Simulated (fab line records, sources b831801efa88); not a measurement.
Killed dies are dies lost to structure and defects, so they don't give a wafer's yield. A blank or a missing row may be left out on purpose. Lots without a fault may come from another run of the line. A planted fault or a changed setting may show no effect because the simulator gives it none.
Chamber matching | flow gf180mcu | GF_V2_CMP_04 on cmp-01: 4 sister chambers
The step polishes SiO2. 16 wafers are shown with their chamber, then 8 later ones without.

WAFERS WITH THEIR CHAMBER
wafer  | chamber | motor_current_A (A) | time_to_endpoint_s (s) | head_pressure_psi (psi)
L506.3 | 0       | 10.5                | 78                     | 3.997
L506.5 | 3       | 15.1                | 88                     | 4.006
L506.6 | 0       | 10.4                | 76                     | 3.997
L507.1 | 3       | 14.0                | 78                     | 3.995
L507.5 | 1       | 10.5                | 80                     | 3.996
L507.6 | 0       | 10.5                | 83                     | 3.996
L513.2 | 1       | 10.3                | 86                     | 4.003
L513.3 | 2       | 13.1                | 83                     | 4.016
L513.4 | 3       | 13.1                | 92                     | 3.993
L514.3 | 0       | 10.7                | 85                     | 4.003
L514.4 | 3       | 14.5                | 93                     | 3.998
L514.6 | 2       | 13.5                | 87                     | 3.999
L516.3 | 2       | 13.5                | 79                     | 3.996
L516.5 | 1       | 10.1                | 90                     | 3.999
L516.6 | 2       | 13.3                | 84                     | 3.994
L519.1 | 1       | 11.1                | 100                    | 3.993

SIGNATURES (means of the wafers above)
reading            | chamber 0 | chamber 1 | chamber 2 | chamber 3 | scatter within a chamber
motor_current_A    | 10.525    | 10.500    | 13.350    | 14.175    | 0.489
time_to_endpoint_s | 80.50     | 89.00     | 83.25     | 87.75     | 6.04
head_pressure_psi  | 3.99825   | 3.99775   | 4.00125   | 3.99800   | 0.00637
Rule: a wafer's distance from a chamber is the root of the sum, over the readings, of the square of ((its reading less the chamber's mean) divided by the reading's scatter). The wafer belongs to the nearest chamber; if the next one is less than 2 further off, it can't be placed. The scatter: the root of (the sum of the squares of (reading less its chamber's mean) over the shown wafers, divided by (wafers less chambers)).

WAFERS WITHOUT THEIR CHAMBER
wafer  | motor_current_A (A) | time_to_endpoint_s (s) | head_pressure_psi (psi)
L519.2 | 10.7                | 98                     | 4.006
L519.4 | 14.0                | 105                    | 4.007
L521.2 | 11.0                | 102                    | 3.999
L520.2 | 14.3                | 106                    | 3.999
L520.3 | 10.8                | 104                    | 3.993
L528.1 | 10.6                | 80                     | 4.000
L528.2 | 13.8                | 77                     | 4.009
L528.6 | 10.6                | 80                     | 4.010

WHICH CHAMBER EACH WENT THROUGH
wafer  | from the rows above     | in truth
L519.2 | can't be placed: 1 or 0 | 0
L519.4 | can't be placed: 3 or 2 | 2
L521.2 | can't be placed: 1 or 0 | 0
L520.2 | can't be placed: 3 or 2 | 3
L520.3 | can't be placed: 1 or 0 | 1
L528.1 | can't be placed: 0 or 1 | 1
L528.2 | can't be placed: 2 or 3 | 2
L528.6 | can't be placed: 0 or 1 | 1
Placed correctly: 0 of 8. Can't be placed from these rows: 8 (the true chamber is among the candidates in 8). Placed wrongly: 0.
